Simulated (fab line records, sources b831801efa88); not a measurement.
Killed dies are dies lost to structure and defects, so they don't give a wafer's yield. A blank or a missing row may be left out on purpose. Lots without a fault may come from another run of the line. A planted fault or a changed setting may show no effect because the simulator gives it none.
Which tool did it? | flow gf180mcu | 13 lots, 39 wafers sampled, at 5 steps of a route of 602

WHAT THE GAUGES READ, wafer by wafer
GF_STI_CD_MEAS_12: target cd 220 nm. Usual: cd_nm 220.2 nm, standard deviation 1.3.
lot  | measured    | on        | cd_nm (nm)                          | flag
L924 | day 2 11:53 | cd_sem-01 | 218.4 218.5 219.7                   |
L926 | day 2 22:53 | cd_sem-02 | 221.1 222.1 220.9                   |
L927 | day 3 04:20 | cd_sem-01 | 222.2 222.2 220.9                   |
L929 | day 3 14:11 | cd_sem-01 | 221.3 220.7 220.8                   |
L930 | day 3 18:41 | cd_sem-02 | 220.5 220.0 220.5                   |
L932 | day 4 05:43 | cd_sem-01 | 222.3 221.6 222.0                   |
L934 | day 4 15:28 | cd_sem-01 | 219.1 220.1 220.0                   |
L935 | day 4 22:07 | cd_sem-02 | 221.3 220.6 222.0                   |
L936 | day 5 03:19 | cd_sem-01 | 220.1 220.2 220.3                   |
L940 | day 5 21:58 | cd_sem-02 | 173.9 173.5 174.8 174.4 173.5 174.9 | OFF
L942 | day 6 09:47 | cd_sem-02 | 219.4 219.2 219.0                   |
L944 | day 6 20:00 | cd_sem-02 | 220.6 220.5 221.9                   |
L945 | day 7 00:01 | cd_sem-01 | 219.4 220.2 220.6                   |

GF_VT_IMPLANT_TW_MEAS_10. Usual: VT_IMPLANT_TW 564, standard deviation 4.9.
lot  | measured     | on            | VT_IMPLANT_TW | flag
L924 | day 6 05:13  | film_metro-04 | 566 567 568   |
L926 | day 6 18:04  | film_metro-04 | 567 571 569   |
L927 | day 6 23:26  | film_metro-02 | 557 556 556   |
L929 | day 7 11:37  | film_metro-01 | 563 560 561   |
L930 | day 7 18:19  | film_metro-02 | 561 561 560   |
L932 | day 8 03:46  | film_metro-01 | 559 562 560   |
L934 | day 8 16:14  | film_metro-01 | 558 559 558   |
L935 | day 9 00:25  | film_metro-01 | 561 560 564   |
L936 | day 9 07:50  | film_metro-04 | 572 573 569   |
L942 | day 10 18:14 | film_metro-01 | 562 559 559   |
L944 | day 11 05:17 | film_metro-01 | 559 562 562   |
L945 | day 11 10:41 | film_metro-02 | 561 558 560   |

GF_CONTACT_CD_MEAS_14: target cd 220 nm. Usual: cd_nm 220.5 nm, standard deviation 1.5.
lot  | measured     | on        | cd_nm (nm)        | flag
L924 | day 16 18:20 | cd_sem-01 | 220.8 221.2 221.0 |
L926 | day 17 13:14 | cd_sem-02 | 221.0 220.7 223.3 |
L927 | day 17 22:52 | cd_sem-02 | 219.0 219.7 220.3 |
L929 | day 18 18:24 | cd_sem-01 | 218.9 220.7 220.5 |
L930 | day 19 03:01 | cd_sem-01 | 220.3 220.8 219.8 |
L932 | day 19 19:26 | cd_sem-01 | 220.4 222.0 220.7 |
L934 | day 20 08:50 | cd_sem-01 | 223.0 223.1 221.0 |
L935 | day 21 00:26 | cd_sem-02 | 221.4 221.7 221.2 |
L936 | day 21 10:21 | cd_sem-02 | 220.5 220.5 219.6 |
L942 | day 23 09:10 | cd_sem-02 | 219.0 220.3 220.1 |
L944 | day 24 04:29 | cd_sem-02 | 219.6 218.6 219.1 |
L945 | day 24 05:36 | cd_sem-01 | 219.3 219.3 220.1 |

WHICH TOOL RAN EACH LOT (tool, then ch and the chambers of the sampled wafers, then the start)
lot  | GF_STI_EXPOSE_09                 | GF_SAB_ETCH_11
L924 | krf_scanner-01 ch 0, day 2 06:01 | rie_diel-04 ch 0,1,3, day 15 18:44
L926 | krf_scanner-01 ch 0, day 2 16:13 | rie_diel-04 ch 0,2,3, day 16 12:08
L927 | krf_scanner-02 ch 0, day 2 22:01 | rie_diel-04 ch 0,2,3, day 16 21:59
L929 | krf_scanner-01 ch 0, day 3 07:02 | rie_diel-04 ch 0,1,3, day 17 16:46
L930 | krf_scanner-01 ch 0, day 3 11:59 | rie_diel-04 ch 0,1,3, day 18 01:26
L932 | krf_scanner-01 ch 0, day 3 23:11 | rie_diel-03 ch 0,2,3, day 18 16:44
L934 | krf_scanner-01 ch 0, day 4 08:51 | rie_diel-02 ch 0,2,3, day 19 06:32
L935 | krf_scanner-01 ch 0, day 4 14:23 | rie_diel-04 ch 0,2,3, day 19 22:56
L936 | krf_scanner-02 ch 0, day 4 20:32 | rie_diel-02 ch 0,2,3, day 20 08:45
L940 | krf_scanner-01 ch 0, day 5 15:17 | -
L942 | krf_scanner-01 ch 0, day 6 02:11 | rie_diel-04 ch 1,2,3, day 22 08:38
L944 | krf_scanner-01 ch 0, day 6 12:52 | rie_diel-03 ch 0,2,3, day 23 04:08
L945 | krf_scanner-02 ch 0, day 6 16:49 | rie_diel-03 ch 0,2, day 23 05:44
- GF_STI_EXPOSE_09: exposes mask COMP, target cd 220 nm.
- GF_SAB_ETCH_11: etches SiO2 in C4F8/O2/Ar, target depth 55 nm, time 8.5 s.

WHAT THE TOOLS THEMSELVES READ (means of the sampled wafers that have a number; where no wafer has one, the mark that the record gives instead)
GF_SAB_ETCH_11. Usual: oes_product_au 1.003 a.u., standard deviation 0.0083.
lot  | tool        | oes_product_au (a.u.) | flag
L924 | rie_diel-04 | 0.998                 |
L926 | rie_diel-04 | 1.004                 |
L927 | rie_diel-04 | 0.996                 |
L929 | rie_diel-04 | 1.006                 |
L930 | rie_diel-04 | 0.993                 |
L932 | rie_diel-03 | 1.014                 |
L934 | rie_diel-02 | 1.003                 |
L935 | rie_diel-04 | 1.003                 |
L936 | rie_diel-02 | 1.008                 |
L942 | rie_diel-04 | 1.002                 |
L944 | rie_diel-03 | 0.999                 |
L945 | rie_diel-03 | 1.005                 |

THE ANSWER, worked out from the rows above alone
Rule: a lot is off if the mean of its wafers that have a number lies more than 3 standard deviations from the usual mean. A lot without any number at a reading at which 4 lots or more have one is off too. The other lots that the step has rows for count as sound. The gauges are gone through in route order, then the tools' own readings, and for those a lot's mean is taken as printed above. The first step at which some lot is off is used, and at that step the reading that is off furthest; a lot without a number counts as furthest.
Off: L940, at GF_STI_CD_MEAS_12 (cd_nm).
A tool fits if, at a process step before that reading, it ran every lot that is off, and no sound lot after the first of them. The gauges at GF_STI_CD_MEAS_12 are tried like those tools. None of those tried fits.

WHAT THE SIMULATOR HAD PUT IN
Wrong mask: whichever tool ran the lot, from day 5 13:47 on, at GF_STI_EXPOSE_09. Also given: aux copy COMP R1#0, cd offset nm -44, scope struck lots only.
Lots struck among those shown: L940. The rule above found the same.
